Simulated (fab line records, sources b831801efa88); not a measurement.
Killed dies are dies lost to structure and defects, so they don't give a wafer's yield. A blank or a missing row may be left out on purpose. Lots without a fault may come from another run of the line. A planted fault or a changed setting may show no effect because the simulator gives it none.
fab line records | flow sky130
record lots=6 wafers=18 last_day=50
route steps=708 shown METAL4@623 PAD_OPEN@708
lots that met no fault: from a run of the same line without faults
start_h: hours from the record's first day to the start of the lot's first wafer shown | wait_h: hours since the lot's step before | " the same as in the row above | L1.1+2: a row that stands for several wafers | - no value, or no start given | * or withheld: withheld | < > ~ a bound
route shown NAME@n: a module of which the file shows steps, and the number in the route of the first | usual: mean/standard deviation of fault-free wafers | same: alike in all rows | chamber/n: place in a boat | sites: the reading at each site | _std_site: their standard deviation | _edge_site: outer sites' mean less inner sites' | radius_mm: how far each site lies from the wafer's centre | mask NAME#n: copy n | behind: the tool/chamber that last shaped the wafer | hold: why the lot was held/for how many hours/how that ended | device: the transistor (n, p or np) that didn't switch | end of line: the same wafers' tests at the end of the route | a step without rows: its recipe alone | killed: dies lost to structure and defects at the first sort, not the wafer's yield | map: a wafer's dies, x killed, . not, _ none there
set.NAME: the setting as run; set.NAME@STEP: as run at that earlier step | model.NAME: the simulator's own value behind a step, which no gauge read
lots at some steps of the route; a table a step, a row a wafer
services: from which hour (start_h, from the record's first day; less than 0 if before it) a tool's chamber was out of use, for how many hours, and why
## steps
# step SKY_METAL4_COAT_07
# recipe resist=BARC temp_c=withheld time_s=withheld spin_rpm=3000 resist_thk_nm=60
# step SKY_METAL4_COAT_08
# recipe resist=KrF-thick spin_rpm=3000 resist_thk_nm=1140
# step SKY_METAL4_SOFTBAKE_09
# recipe temp_c=100 time_s=90 resist=KrF-thick
# step SKY_METAL4_EXPOSE_10
# recipe mask_id=MM4 na=0.68 source_shape=annular sigma_inner=0.4 sigma_outer=0.8 target_cd_nm=300 dose_mj=28
# step SKY_METAL4_PEB_11
# recipe peb_temp_c=withheld peb_time_s=withheld resist=KrF-thick
# step SKY_METAL4_DEVELOP_12
# recipe develop_time_s=60 resist=KrF-thick dev_temp_c=21
# step SKY_METAL4_CD_MEAS_13
# recipe target_cd_nm=300
# usual cd_nm=299.7/1.4
# columns lot.wafer tool chamber start_h wait_h cd_nm
L152.2 cd_sem-02 - 996.75 - 302.3
L152.4 " - " " 300.6
L152.6 " - " " 301.1
L158.1 cd_sem-01 - 1033.29 - 297.2
L158.2 " - " " 297.1
L158.4 " - " " 297.6
L159.1 cd_sem-02 - 1045.73 - 300.4
L159.2 " - " " 301.7
L159.5 " - " " 299.0
L163.2 cd_sem-01 - 1071.76 - 297.5
L163.4 " - " " 299.2
L163.5 " - " " 300.6
L169.2 cd_sem-01 - 1110.25 - 296.8
L169.3 " - " " 297.6
L169.4 " - " " 296.3
L171.1 cd_sem-02 - 1112.94 - 300.4
L171.5 " - " " 299.7
L171.6 " - " " 299.3
# step SKY_METAL4_OVL_MEAS_14
# usual METAL4_OVL=0/5
# columns lot.wafer tool chamber start_h wait_h METAL4_OVL[nm]
L152.2 overlay-02 - 996.86 0.1 5
L152.4 " - " " 4
L152.6 " - " " 4
L158.1 overlay-02 - 1033.41 0.1 -3
L158.2 " - " " -5
L158.4 " - " " -4
L159.1 overlay-01 - 1045.85 0.1 0
L159.2 " - " " 2
L159.5 " - " " -5
L163.2 overlay-02 - 1071.86 0.1 -7
L163.4 " - " " -2
L163.5 " - " " -2
L169.2 overlay-02 - 1110.36 0.1 -3
L169.3 " - " " -6
L169.4 " - " " -4
L171.1 overlay-01 - 1113.06 0.1 3
L171.5 " - " " 0
L171.6 " - " " 7
# step SKY_METAL4_DESCUM_15
# recipe chemistry=O2 source_power_w=150 bias_power_w=0 pressure_mtorr=10 temp_c=40 time_s=8
# usual drypump_motor_current_A=5.49/0.24 oes_product_au=1.000/0.012 temp_c=39.99/0.12
# columns lot.wafer tool chamber start_h wait_h drypump_motor_current_A oes_product_au rf_hours_counter_h temp_c
L152.2 rie_metal-04 0 996.89 0.0 5.29 0.979 4 40.12
L152.4 " 0 " " 5.29 0.995 - 40.05
L152.6 " 1 " " 5.37 0.995 - 40.06
L158.1 rie_metal-01 0 1033.44 0.0 5.16 1.010 13 40.08
L158.2 " 1 " " 5.26 1.013 12 40.07
L158.4 " 1 " " 5.26 1.014 - 40.03
L159.1 rie_metal-04 0 1045.89 0.0 5.27 0.988 6 39.98
L159.2 " 1 " " 5.37 0.998 8 39.93
L159.5 " 1 " " 5.37 1.002 - 40.00
L163.2 rie_metal-04 0 1071.89 0.0 5.30 0.982 7 40.01
L163.4 " 1 " " 5.36 1.001 - 39.83
L163.5 " 1 " " 5.36 1.000 - 39.97
L169.2 rie_metal-04 0 1110.40 0.0 5.28 0.996 - 39.90
L169.3 " 0 " " 5.27 0.982 - 39.81
L169.4 " 0 " " 5.30 0.987 - 39.94
L171.1 rie_metal-03 0 1113.09 0.0 5.61 1.019 15 39.81
L171.5 " 1 " " 5.83 1.004 - 39.93
L171.6 " 0 " " 5.65 1.022 - 39.92
# step SKY_METAL4_ETCH_16
# recipe chemistry=N2/H2 target=BARC ion_energy_ev=200 bias_w=100 pressure_mtorr=30 n2_flow_sccm=100 h2_flow_sccm=200 icp_w=500 stop_on=SiO2 time_s=88.2 target_depth_a=600
# usual drypump_motor_current_A=5.49/0.24 oes_product_au=0.626/0.0046 throttle_valve_pct=13.206/0.0088
# columns lot.wafer tool chamber start_h wait_h drypump_motor_current_A oes_product_au rf_hours_counter_h throttle_valve_pct
L152.2 rie_metal-04 0 996.92 0.0 5.28 0.621 4 13.198
L152.4 " 0 " " 5.29 0.625 - 13.201
L152.6 " 1 " " 5.40 0.625 - 13.202
L158.1 rie_metal-01 0 1033.48 0.0 5.15 0.626 13 13.202
L158.2 " 1 " " 5.24 0.627 12 13.202
L158.4 " 1 " " 5.24 0.624 - 13.185
L159.1 rie_metal-04 0 1045.92 0.0 5.30 0.626 6 13.220
L159.2 " 1 " " 5.41 0.624 8 13.228
L159.5 " 1 " " 5.38 0.630 - 13.216
L163.2 rie_metal-04 0 1071.93 0.0 5.26 0.629 7 13.204
L163.4 " 1 " " 5.38 0.630 - 13.211
L163.5 " 1 " " 5.39 0.620 - 13.207
L169.2 rie_metal-04 0 1110.52 0.1 5.28 0.629 - 13.190
L169.3 " 0 " " 5.30 0.629 - 13.199
L169.4 " 0 " " 5.30 0.623 - 13.216
L171.1 rie_metal-03 0 1113.13 0.0 5.64 0.629 15 13.193
L171.5 " 1 " " 5.80 0.631 - 13.192
L171.6 " 0 " " 5.66 0.627 - 13.207
# step SKY_METAL4_ETCH_17
# recipe target=SiO2 stop_on=TiN chemistry=C4F8/O2/Ar source_w=1500 bias_w=1200 pressure_mtorr=40 c4f8_flow_sccm=withheld O2_flow_sccm=6 Ar_flow_sccm=300 time_s=3.9 target_depth_a=150
# usual oes_product_au=0.755/0.0075
# columns lot.wafer tool chamber start_h wait_h oes_product_au rf_hours_counter_h
L152.2 rie_diel-03 2 997.02 0.1 0.743 22
L152.4 " 3 " " 0.762 7
L152.6 " 2 " " 0.756 -
L158.1 rie_diel-02 1 1033.57 0.1 0.747 6
L158.2 " 3 " " 0.753 14
L158.4 " 0 " " 0.757 1
L159.1 rie_diel-03 3 1046.02 0.1 0.756 8
L159.2 " 1 " " 0.746 9
L159.5 " 3 " " 0.752 -
L163.2 rie_diel-01 0 1072.02 0.1 0.747 23
L163.4 " 1 " " 0.749 1
L163.5 " 0 " " 0.755 -
L169.2 rie_diel-01 3 1110.73 0.2 0.764 16
L169.3 " 1 " " 0.759 2
L169.4 " 2 " " 0.767 28
L171.1 rie_diel-03 0 1113.22 0.1 0.746 19
L171.5 " 3 " " 0.750 -
L171.6 " 2 " " 0.749 -
# step SKY_METAL4_METAL_ETCH_18
# recipe target_depth_a=8450 stop_on=SiO2 over_etch_frac=0.2919 time_s=183.1 chemistry=Cl2/BCl3 resist_sidewall_deg=88 pressure_mtorr=10 icp_w=900 bias_w=48.5 Cl2_flow_sccm=60 bcl3_flow_sccm=30
# usual drypump_motor_current_A=5.40/0.23 oes_product_au=0.873/0.0074 throttle_valve_pct=22.265/0.01
# columns lot.wafer tool chamber start_h wait_h drypump_motor_current_A oes_product_au rf_hours_counter_h throttle_valve_pct
L152.2 rie_metal-03 1 997.04 0.0 5.80 0.880 3 22.252
L152.4 " 0 " " 5.62 0.885 - 22.271
L152.6 " 1 " " 5.80 0.882 - 22.256
L158.1 rie_metal-04 0 1033.59 0.0 5.30 0.877 5 22.279
L158.2 " 0 " " 5.30 0.862 - 22.260
L158.4 " 0 " " 5.28 0.869 - 22.258
L159.1 rie_metal-01 1 1046.04 0.0 5.23 0.868 13 22.260
L159.2 " 0 " " 5.18 0.859 14 22.257
L159.5 " 1 " " 5.24 0.867 - 22.264
L163.2 rie_metal-01 1 1072.04 0.0 5.25 0.871 15 22.276
L163.4 " 1 " " 5.24 0.874 - 22.267
L163.5 " 0 " " 5.15 0.858 - 22.264
L169.2 rie_metal-03 1 1110.75 0.0 5.78 0.872 12 22.272
L169.3 " 0 " " 5.63 0.877 - 22.245
L169.4 " 1 " " 5.80 0.876 - 22.265
L171.1 rie_metal-04 0 1113.24 0.0 5.30 0.865 13 22.283
L171.5 " 0 " " 5.31 0.864 - 22.279
L171.6 " 0 " " 5.30 0.872 - 22.259
# step SKY_METAL4_STRIP_19
# recipe chemistry=O2/N2 power_w=1400 pressure_mtorr=1500 platen_temp_c=withheld o2_flow_sccm=3000 n2_flow_sccm=300 overash_fraction=0.5
# usual drypump_motor_current_A=5.9/0.4 oes_product_au=0.503/0.006 overash_fraction=0.5/0 strip_time_to_endpoint_s=6.56/0.087
# columns lot.wafer tool chamber start_h wait_h drypump_motor_current_A oes_product_au overash_fraction rf_hours_counter_h strip_time_to_endpoint_s
L152.2 plasma_asher-01 0 997.21 0.1 5.7 0.511 0.5 83 6.61
L152.4 " 0 " " 5.7 0.501 0.5 - 6.49
L152.6 " 1 " " 6.1 0.499 0.5 - 6.59
L158.1 plasma_asher-01 0 1033.95 0.3 5.7 0.499 0.5 87 6.55
L158.2 " 1 " " 6.1 0.511 0.5 87 6.56
L158.4 " 1 " " 6.1 0.501 0.5 - 6.58
L159.1 plasma_asher-01 1 1046.21 0.1 6.1 0.506 0.3 88 6.46
L159.2 " 0 " " 5.7 0.504 0.3 88 6.48
L159.5 " 0 " " 5.7 0.492 0.3 - 6.43
L163.2 plasma_asher-01 0 1072.22 0.1 5.8 0.493 0.3 91 6.46
L163.4 " 0 " " 5.7 0.497 0.3 - 6.43
L163.5 " 1 " " 6.1 0.508 0.3 - 6.50
L169.2 plasma_asher-03 0 1110.93 0.1 5.2 0.511 0.5 66 6.64
L169.3 " 1 " " 5.7 0.490 0.5 - 6.48
L169.4 " 0 " " 5.2 0.502 0.5 - 6.57
L171.1 plasma_asher-02 0 1113.60 0.3 6.3 0.506 0.5 38 6.69
L171.5 " 1 " " 6.5 0.506 0.5 - 6.73
L171.6 " 0 " " 6.3 0.508 0.5 - 6.67
# step SKY_METAL4_STRIP_20
# recipe chemistry=post_etch_residue_remover time_s=1200 temp_c=72.5
# step SKY_PAD_OPEN_PROBE_99
# usual defect_limited_yield=82.2/1.9 killed_at_M0_to_M3=43/6.3 killed_at_M4_up=3.3/1.7 killed_at_contacts=24/5.4 killed_at_front_end=16/4.6 killed_at_other=0.4/0.7 killed_dies=87/9.4 killed_open=47/6.9 killed_short=39/6.1 sort_bin_3_pad_short=0.9/0.45 sort_bin_5_function=10.6/1.5 sort_bin_6_memory=6.3/1.2 sort_n_pass=405/9.4 sort_yield_pct=82.2/1.9
# same gross_dies=492 killed_at_back_side=0 sort_bin_4_leakage[%]=0 sort_bin_8_speed[%]=0
# columns lot.wafer tool chamber start_h wait_h defect_limited_yield[%] killed_at_M0_to_M3 killed_at_M4_up killed_at_contacts killed_at_front_end killed_at_other killed_dies killed_open killed_short sort_bin_3_pad_short[%] sort_bin_5_function[%] sort_bin_6_memory[%] sort_n_pass sort_yield_pct[%]
L152.2 prober-01 - 1091.36 0.1 83.7 41 7 19 13 0 80 39 41 1.0 9.8 5.5 412 83.7
L152.4 prober-01 - 1091.46 0.2 82.7 51 4 15 15 0 85 42 43 0.2 10.2 6.9 407 82.7
L152.6 prober-01 - 1091.56 0.2 80.3 45 9 24 19 0 97 55 42 1.0 12.6 6.1 395 80.3
L158.1 prober-02 - 1123.95 0.1 81.9 49 5 20 15 0 89 43 45 1.6 11.2 5.3 403 81.9
L158.2 prober-02 - 1124.00 0.1 82.3 42 6 21 18 0 87 47 38 1.8 10.6 5.3 405 82.3
L158.4 prober-02 - 1124.10 0.2 82.1 39 3 25 20 1 88 59 29 0.2 10.6 7.1 404 82.1
L163.2 prober-02 - 1156.90 0.1 81.7 43 4 26 16 1 90 40 46 1.2 11.8 5.3 402 81.7
L163.4 prober-02 - 1157.00 0.2 80.1 40 4 36 18 0 98 56 41 1.6 10.6 7.7 394 80.1
L163.5 prober-02 - 1157.05 0.2 80.9 45 4 32 13 0 94 56 36 0.2 10.2 8.7 398 80.9
L169.2 prober-02 - 1189.38 0.1 85.0 41 5 20 7 1 74 39 35 0.2 9.1 5.7 418 85.0
L169.3 prober-02 - 1189.43 0.2 84.8 41 1 19 14 0 75 34 41 0.4 7.7 7.1 417 84.8
L169.4 prober-02 - 1189.48 0.2 87.0 34 2 15 11 2 64 36 28 1.4 8.5 3.0 428 87.0
# killed by level:class
L152.2 VIA2:geometric_particle:open=9 VIA1:geometric_particle:open=9 LI_CONTACT:geometric_particle:open=7 METAL2:geometric_particle:short=7 CONTACT:geometric_particle:short=6 METAL1:geometric_particle:short=5 FIELD_ISO:geometric_particle:short=4 CONTACT:geometric_particle:open=4
L152.4 METAL1:geometric_particle:short=10 CONTACT:geometric_particle:open=9 VIA1:geometric_particle:open=8 VIA2:geometric_particle:open=8 METAL2:geometric_particle:short=6 FIELD_ISO:geometric_particle:open=4 CONTACT:geometric_particle:short=4 VIA3:geometric_particle:short=4
L152.6 VIA3:geometric_particle:open=9 VIA1:geometric_particle:open=8 CONTACT:geometric_particle:open=8 METAL4:geometric_particle:short=8 POLY_GATE:geometric_particle:open=6 VIA2:geometric_particle:open=6 FIELD_ISO:geometric_particle:open=4 FIELD_ISO:geometric_particle:short=4
L158.1 VIA1:geometric_particle:open=12 METAL1:geometric_particle:short=8 CONTACT:geometric_particle:open=7 VIA3:geometric_particle:open=7 VIA1:geometric_particle:short=6 LI_CONTACT:geometric_particle:open=5 METAL2:geometric_particle:short=5 FIELD_ISO:geometric_particle:open=4
L158.2 VIA2:geometric_particle:open=11 CONTACT:geometric_particle:open=9 VIA1:geometric_particle:short=7 VIA1:geometric_particle:open=7 FIELD_ISO:geometric_particle:open=6 METAL1:geometric_particle:short=6 FIELD_ISO:geometric_particle:short=5 LI_CONTACT:geometric_particle:open=5
L158.4 LI_CONTACT:geometric_particle:open=10 CONTACT:geometric_particle:open=9 VIA3:geometric_particle:open=9 VIA1:geometric_particle:open=9 VIA2:geometric_particle:open=8 FIELD_ISO:geometric_particle:open=6 FIELD_ISO:geometric_particle:short=5 CONTACT:geometric_particle:short=4
L163.2 CONTACT:geometric_particle:open=9 VIA1:geometric_particle:open=9 METAL1:geometric_particle:short=7 LI_CONTACT:geometric_particle:open=6 CONTACT:geometric_particle:short=5 VIA3:geometric_particle:open=5 VIA1:geometric_particle:short=5 METAL2:geometric_particle:short=5
L163.4 LI_CONTACT:geometric_particle:open=15 CONTACT:geometric_particle:open=10 VIA1:geometric_particle:open=10 CONTACT:geometric_particle:short=7 METAL1:geometric_particle:short=5 VIA1:geometric_particle:short=5 METAL3:geometric_particle:short=5 VIA3:geometric_particle:open=5
L163.5 CONTACT:geometric_particle:open=13 VIA3:geometric_particle:open=11 VIA1:geometric_particle:open=10 METAL2:geometric_particle:short=7 LI_CONTACT:geometric_particle:open=7 VIA2:geometric_particle:open=6 LOCAL_INTERCONNECT:geometric_particle:short=5 METAL3:geometric_particle:short=5
L169.2 VIA2:geometric_particle:open=10 VIA1:geometric_particle:open=8 METAL1:geometric_particle:short=6 LI_CONTACT:geometric_particle:short=4 LI_CONTACT:geometric_particle:open=4 LOCAL_INTERCONNECT:geometric_particle:short=4 CONTACT:geometric_particle:open=4 METAL2:geometric_particle:short=4
L169.3 VIA1:geometric_particle:open=11 CONTACT:geometric_particle:open=6 METAL3:geometric_particle:short=6 METAL1:geometric_particle:short=5 VIA1:geometric_particle:short=5 LI_CONTACT:geometric_particle:short=4 CONTACT:geometric_particle:short=4 METAL2:geometric_particle:short=4
L169.4 VIA1:geometric_particle:open=7 FIELD_ISO:geometric_particle:open=5 LI_CONTACT:geometric_particle:open=5 CONTACT:geometric_particle:open=5 VIA1:geometric_particle:short=5 METAL2:geometric_particle:short=5 VIA3:geometric_particle:open=4 METAL1:geometric_particle:short=4
## services
# columns tool chamber start_h hours kind
rie_metal-03 - 990.32 4.3 pm
rie_metal-04 - 1003.10 14.6 pm
plasma_asher-03 - 1003.20 2.1 repair
rie_metal-01 0 1003.45 23.9 repair
rie_diel-03 1 1007.15 3.2 repair
rie_diel-03 0 1016.72 8.5 repair
rie_metal-04 - 1019.08 6.4 repair
rie_metal-01 - 1026.39 2.8 pm
rie_diel-01 1 1026.49 - clean
rie_diel-01 1 1026.49 21.5 scheduled_down
rie_diel-01 1 1026.49 21.5 vent_cycle
rie_diel-03 3 1027.59 5.9 repair
rie_metal-04 1 1032.74 3.1 repair
rie_diel-03 2 1043.84 - clean
rie_diel-03 2 1043.84 18.9 scheduled_down
rie_diel-03 2 1043.84 18.9 vent_cycle
rie_diel-01 0 1046.87 4.4 repair
rie_diel-01 2 1053.57 2.8 repair
plasma_asher-01 - 1054.37 3.6 repair
rie_metal-04 - 1075.04 2.8 pm
rie_diel-03 - 1081.92 3.2 repair
rie_metal-04 1 1086.66 51.4 repair
plasma_asher-01 - 1095.92 1.5 repair
rie_metal-01 - 1105.21 14.6 pm
## key
first_sign step=SKY_METAL4_STRIP_19 reading=overash_fraction direction=down sigmas=99+ usual=0.5 struck=0.3
effect none on later readings
met_at SKY_METAL4_STRIP_19
struck_wafers L159.1,L159.2,L159.5,L163.2,L163.4,L163.5
onset_between 1033.95 1046.21
fault kind=process_parameter_drift tool=plasma_asher-01 chamber=- onset_h=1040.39 steps=SKY_METAL4_STRIP_19 channel=overash_fraction offset=-0.2 shape=step end_h=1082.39 acts_in=these_recipes_only stated=0.5
